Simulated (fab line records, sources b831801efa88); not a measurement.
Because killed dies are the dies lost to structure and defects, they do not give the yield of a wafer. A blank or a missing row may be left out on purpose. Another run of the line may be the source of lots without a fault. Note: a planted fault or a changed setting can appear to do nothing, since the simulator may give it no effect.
A lot that was struck, set against a sound lot + flow sky130 + 18 out of 708 route steps
Sound: wafers L791.3, L791.5, L791.6. Wafers struck: L796.3, L796.4, L796.6. The cause is given at the end.
For every step that has rows: the tool of each side, followed by ch and its chambers, followed by its first start. Under that, the readings that differ: sound wafers + struck wafers + difference of the means + sigmas: that difference in standard deviations of wafers without a fault.
alike: readings with means less than 2 such deviations apart, plus words and numbers identical on both sides. not compared: withheld readings, readings lacking a value on some wafer, bounds such as >300 that could conceal the same value, and numbers that have no deviation in the record and whose values overlap.
Wherever a step has rows on one side only, a row that says differs or no value, or a row with sigmas, the two part there. Numbers that have no deviation but don't overlap get no sigmas and don't part them. Lack of a reading on every wafer of one side parts them only where that side has two or more wafers.

first, 3 steps without rows for these wafers: SKY_POLY_CUT_EXPOSE_05 (exposes mask NPCM, target cd 270 nm); SKY_POLY_CUT_PEB_06; SKY_POLY_CUT_DEVELOP_07 (develop time 60 s).
SKY_POLY_CUT_CD_MEAS_08: target cd 270 nm.
  sound on cd-sem-02 at day 29 23:29; struck on cd-sem-01 at day 31 12:53
  alike: cd-nm
SKY_POLY_CUT_OVL_MEAS_09:
  sound on overlay-01 at day 29 23:35; struck on overlay-02 at day 31 12:59
  alike: POLY_CUT_OVL
SKY_POLY_CUT_ETCH_10: etches BARC in N2/H2, stops on SiO2, time 45.9 s, target depth 60 nm.
  sound on rie-diel-01 ch 0,1, day 29 23:36; struck on rie-diel-02 ch 1,3, day 31 13:00
  alike: drypump-motor-current-A, oes-product-au, throttle-valve-pct
  not compared: rf-hours-counter-h
SKY_POLY_CUT_ETCH_11: etches Si3N4 in CF4/CH2F2/Ar, stops on poly-Si, time 42.5 s, target depth 60 nm.
  sound on rie-diel-01 ch 0,1, day 29 23:38; struck on rie-diel-02 ch 1,3, day 31 13:02
  alike: drypump-motor-current-A, oes-product-au, throttle-valve-pct
  not compared: rf-hours-counter-h
SKY_POLY_CUT_STRIP_12: strips in O2/N2.
  sound on plasma-asher-03 ch 0,1, day 29 23:43; struck on plasma-asher-03 ch 0,1, day 31 13:07
  alike: drypump-motor-current-A, oes-product-au, strip-time-to-endpoint-s
  not compared: rf-hours-counter-h
then, 4 steps without rows for these wafers: SKY_SD_P_DEHYDRATE_00 (time 60 s); SKY_SD_P_HMDS_01 (prime time 60 s); SKY_SD_P_COAT_02 (resist thk 1140 nm); SKY_SD_P_SOFTBAKE_03 (time 60 s).
SKY_SD_P_EXPOSE_04: exposes mask PSDM, target cd 380 nm.
  sound on iline-stepper-02 ch 0, day 30 12:55; struck on iline-stepper-01 ch 0, day 32 02:22
| reading                      | sound             | struck            | difference | sigmas |
|------------------------------|-------------------|-------------------|------------|--------|
| model.SD_P.overlay-x-nm (nm) | 1.456 1.456 1.456 | 35.85 35.85 35.85 | +34.39     |        |
  alike: mask
then, 2 steps without rows for these wafers: SKY_SD_P_PEB_05; SKY_SD_P_DEVELOP_06 (develop time 60 s).
SKY_SD_P_CD_MEAS_07: target cd 380 nm.
  sound on cd-sem-01 at day 31 01:55; struck on cd-sem-02 at day 32 16:22
  alike: cd-nm
SKY_SD_P_OVL_MEAS_08:
  sound on overlay-01 at day 31 02:01; struck on overlay-02 at day 32 16:40
| reading       | sound        | struck         | difference | sigmas |
|---------------|--------------|----------------|------------|--------|
| SD_P_OVL (nm) | -0.1 0.1 0.0 | 37.5 37.8 39.1 | +38.1      | +29    |
  not compared: hold
then, 1 step without rows for these wafers: SKY_PAD_OPEN_PROBE_99.

## WHERE THEY PART
Only at SKY_SD_P_OVL_MEAS_08, within this record.

WHY: what had been put in by the simulator
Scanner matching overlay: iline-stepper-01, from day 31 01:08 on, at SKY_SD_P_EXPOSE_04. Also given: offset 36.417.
